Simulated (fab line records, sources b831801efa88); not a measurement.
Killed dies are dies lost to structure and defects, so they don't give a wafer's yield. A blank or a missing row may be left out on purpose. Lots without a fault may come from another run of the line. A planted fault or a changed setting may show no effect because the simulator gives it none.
Which tool did it? | flow sky130 | 11 lots, 33 wafers sampled, at 1 step of a route of 708

WHAT THE GAUGES READ, wafer by wafer
SKY_POLY_GATE_CD_MEAS_22.
lot  | measured     | on        | cd_nm (nm)
L776 | day 16 03:38 | cd_sem-02 | 150.0 149.9 150.1
L778 | day 17 07:12 | cd_sem-02 | 147.1 146.8 147.2
L777 | day 17 12:49 | cd_sem-02 | 151.1 152.1 151.8
L780 | day 17 18:59 | cd_sem-02 | 148.7 151.3 147.9
L779 | day 18 00:37 | cd_sem-01 | 146.7 151.1 152.2
L781 | day 18 14:31 | cd_sem-01 | 150.1 147.0 147.1
L782 | day 18 16:49 | cd_sem-01 | 150.2 153.5 149.3
L783 | day 18 23:44 | cd_sem-02 | 150.7 149.7 151.2
L784 | day 19 08:54 | cd_sem-02 | 148.1 145.5 148.4
L785 | day 19 17:48 | cd_sem-02 | 149.8 149.9 148.9
L786 | day 20 00:02 | cd_sem-01 | 149.8 147.7 150.0

WHICH TOOL RAN EACH LOT (tool, then ch and the chambers of the sampled wafers, then the start)
The record holds no process step before these readings.

THE ANSWER, worked out from the rows above alone
Rule: what is usual is taken from the lots themselves. Put in order of their means at a reading, lots are off if they are a third of the lots or fewer, leave a main group of 4 or more, and stand apart from it by a gap of 3 or more times the standard deviation of the main group's means; of several such gaps the widest counts. A main group whose means are all the same, to the digits that the tables above print for the reading, isn't used. A lot without any number at a reading at which 4 lots or more have one is off too. The other lots that the step has rows for count as sound.
No lot is off at any reading shown: from this, nothing can be told.

WHAT THE SIMULATOR HAD PUT IN
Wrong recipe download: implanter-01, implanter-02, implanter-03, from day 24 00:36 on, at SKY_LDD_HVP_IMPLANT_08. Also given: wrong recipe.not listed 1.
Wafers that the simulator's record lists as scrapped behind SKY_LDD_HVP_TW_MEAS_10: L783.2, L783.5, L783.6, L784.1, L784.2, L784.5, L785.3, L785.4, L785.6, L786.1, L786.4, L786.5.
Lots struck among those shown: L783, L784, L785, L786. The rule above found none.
